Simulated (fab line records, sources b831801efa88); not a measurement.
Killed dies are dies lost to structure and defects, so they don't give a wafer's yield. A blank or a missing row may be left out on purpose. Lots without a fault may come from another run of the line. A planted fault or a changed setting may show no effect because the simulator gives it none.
Which tool did it? | flow sky130 | 11 lots, 33 wafers sampled, at 1 step of a route of 708

WHAT THE GAUGES READ, wafer by wafer
SKY_FIELD_ISO_BOW_MEAS_00. Usual: INCOMING_BOW 0 um, standard deviation 6.5.
lot  | measured    | on            | INCOMING_BOW (um) | flag
L345 | day 1 15:01 | film_metro-02 | -7 2 1            |
L346 | day 1 20:02 | film_metro-03 | 2 -7 -2           |
L347 | day 2 01:00 | film_metro-03 | -13 2 -4          |
L348 | day 2 06:01 | film_metro-03 | -4 -4 -12         |
L349 | day 2 11:00 | film_metro-02 | -14 2 -4          |
L359 | day 4 13:01 | film_metro-03 | -1 0 9            |
L360 | day 4 18:00 | film_metro-01 | 1 5 -10           |
L361 | day 4 23:00 | film_metro-03 | -10 4 9           |
L363 | day 5 09:01 | film_metro-03 | 10 8 7            |
L365 | day 5 19:02 | film_metro-01 | -8 -9 12          |
L367 | day 6 05:01 | film_metro-02 | 15 1 -7           |

WHICH TOOL RAN EACH LOT (tool, then ch and the chambers of the sampled wafers, then the start)
The record holds no process step before these readings.

WHAT THE TOOLS THEMSELVES READ (means of the sampled wafers that have a number; where no wafer has one, the mark that the record gives instead)
The record holds no such reading with a usual standard deviation.

THE ANSWER, worked out from the rows above alone
Rule: a lot is off if the mean of its wafers that have a number lies more than 3 standard deviations from the usual mean. A lot without any number at a reading at which 4 lots or more have one is off too. The other lots that the step has rows for count as sound. The gauges are gone through in route order, then the tools' own readings, and for those a lot's mean is taken as printed above. The first step at which some lot is off is used, and at that step the reading that is off furthest; a lot without a number counts as furthest.
No lot is off at any reading shown: from this, nothing can be told.

WHAT THE SIMULATOR HAD PUT IN
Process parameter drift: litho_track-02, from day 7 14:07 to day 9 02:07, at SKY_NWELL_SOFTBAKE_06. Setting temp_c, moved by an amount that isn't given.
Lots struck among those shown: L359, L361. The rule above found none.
